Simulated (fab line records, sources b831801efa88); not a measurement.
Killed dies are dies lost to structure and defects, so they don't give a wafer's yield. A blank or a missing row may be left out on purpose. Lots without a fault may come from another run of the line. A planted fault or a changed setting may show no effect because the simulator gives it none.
A struck lot beside a sound one | flow sky130 | 18 steps out of a route of 708
Sound: wafers L772.1, L772.3, L772.4. Struck: wafers L782.2, L782.4, L782.5. The cause comes at the end.
At each step with rows: each side's tool, then ch and its chambers, then its first start. Under that, the readings that differ: sound wafers | struck wafers | difference of the means | sigmas: that difference in standard deviations of wafers without a fault.
alike: readings whose means differ by less than 2 such deviations, and words and numbers that are the same on both sides. not compared: withheld readings, readings that some wafer has no value for, bounds like >300 that may hide the same value, and numbers for which the record gives no deviation and whose values overlap.
The two part at a step that has a row with sigmas, a row that says differs or no value, or rows on one side only. Numbers that don't overlap but have no deviation are shown without sigmas and don't part them. A reading that every wafer of one side lacks parts them only if that side has two wafers or more.

first, 2 steps without rows for these wafers: SKY_CONTACT_PEB_12; SKY_CONTACT_DEVELOP_13 (develop time 60 s).
SKY_CONTACT_CD_MEAS_14: target cd 170 nm.
  sound on cd_sem-02, day 33 21:19; struck on cd_sem-02, day 36 19:19
  alike: cd_nm
SKY_CONTACT_OVL_MEAS_15:
  sound on overlay-02, day 33 21:26; struck on overlay-01, day 36 19:25
  alike: CONTACT_OVL
SKY_CONTACT_ETCH_16: etches BARC in N2/H2, stops on SiO2, time 45.9 s, target depth 60 nm.
  sound on rie_diel-01 ch 1,2,3, day 33 21:28; struck on rie_diel-02 ch 0,3, day 36 19:27
  alike: drypump_motor_current_A, oes_product_au, throttle_valve_pct
  not compared: rf_hours_counter_h
then, 1 step without rows for these wafers: SKY_CONTACT_ETCH_17 (etches SiO2 in C4F8/O2/Ar, stops on Si3N4, target depth 340 nm).
SKY_CONTACT_ETCH_18: etches Si3N4 in CHF3/O2, stops on TiN, time 39 s, target depth 75 nm.
  sound on rie_diel-01 ch 1,2,3; struck on rie_diel-02 ch 0,3
  alike: drypump_motor_current_A, oes_product_au, throttle_valve_pct
  not compared: rf_hours_counter_h
SKY_CONTACT_STRIP_19: strips in O2/N2.
  sound on plasma_asher-03 ch 0,1, day 33 21:36; struck on plasma_asher-02 ch 0,1, day 36 19:35
  alike: drypump_motor_current_A, oes_product_au, strip_time_to_endpoint_s
  not compared: rf_hours_counter_h
then, 3 steps without rows for these wafers: SKY_CONTACT_STRIP_20 (strips in post etch residue remover, time 1200 s); SKY_CONTACT_CLEAN_21 (cleans in IPA, time 180 s); SKY_CONTACT_CLEAN_22 (cleans in O3/DIW).
SKY_CONTACT_SPUTTER_23: material TiN, target thk 20 nm, time 80 s.
  sound on pvd_sputter-03, day 33 22:11; struck on pvd_sputter-04, day 36 20:10
  alike: throttle_valve_pct
SKY_CONTACT_CVD_24: deposits W, target thk 340 nm, time 102.12 s.
  sound on cvd_w-02 ch 0,1, day 33 22:15; struck on cvd_w-02 ch 0,1, day 36 20:14
  reading                               | sound           | struck          | difference | sigmas
  model.W_of_CONTACT_CVD_24.thk_nm (nm) | 340 332.2 335.4 | 508 508.2 511.2 | +173       |
  alike: heater_power_w, susceptor_temp_C
SKY_CONTACT_RS_MEAS_25: measures by four-point-probe.
  sound on film_metro-01, day 33 22:22; struck on film_metro-04, day 36 20:22
  reading               | sound             | struck            | difference | sigmas
  CONTACT_W_RS (ohm/sq) | 0.337 0.346 0.342 | 0.225 0.225 0.224 | -0.117     | -29
SKY_CONTACT_THK_MEAS_26: measures by xrf.
  sound on film_metro-01, day 33 22:29; struck on film_metro-04, day 36 20:28
  reading            | sound       | struck      | difference | sigmas
  CONTACT_W_THK (nm) | 344 337 339 | 521 516 523 | +180       | +43
SKY_CONTACT_CMP_27: polishes, stops on SiO2, t overpolish 15 s, target thk 0 nm.
  sound on cmp-02 ch 0,2,3, day 33 22:32; struck on cmp-01 ch 0,2,3, day 36 20:31
  reading                | sound    | struck      | difference | sigmas
  time_to_endpoint_s (s) | 82 79 87 | 118 125 124 | +40        | +10
  alike: motor_current_A
SKY_METAL1_SPUTTER_00: material Ti, target thk 15 nm, time 10 s.
  sound on pvd_sputter-04, day 33 22:50; struck on pvd_sputter-02, day 36 20:49
  alike: throttle_valve_pct
-- the record jumps here: 13 days lie between the struck wafers' starts before and after (it left off in module METAL1 and takes up again in module PAD_OPEN, whose first step shown is number 708 of the route) --
SKY_PAD_OPEN_PROBE_99:
  sound on prober-02, day 47 11:58; struck on prober-01, day 49 14:58
  reading             | sound    | struck   | difference | sigmas
  killed_at_front_end | 13 11 11 | 25 25 15 | +10        | +2
  killed_open         | 35 51 29 | 58 57 48 | +16        | +2
  alike: killed_at_M0_to_M3, killed_at_M4_up, killed_at_contacts, killed_at_other, killed_dies, killed_short

WHERE THEY PART
First at SKY_CONTACT_RS_MEAS_25; last, within this record, at SKY_PAD_OPEN_PROBE_99.

WHY: what the simulator had put in
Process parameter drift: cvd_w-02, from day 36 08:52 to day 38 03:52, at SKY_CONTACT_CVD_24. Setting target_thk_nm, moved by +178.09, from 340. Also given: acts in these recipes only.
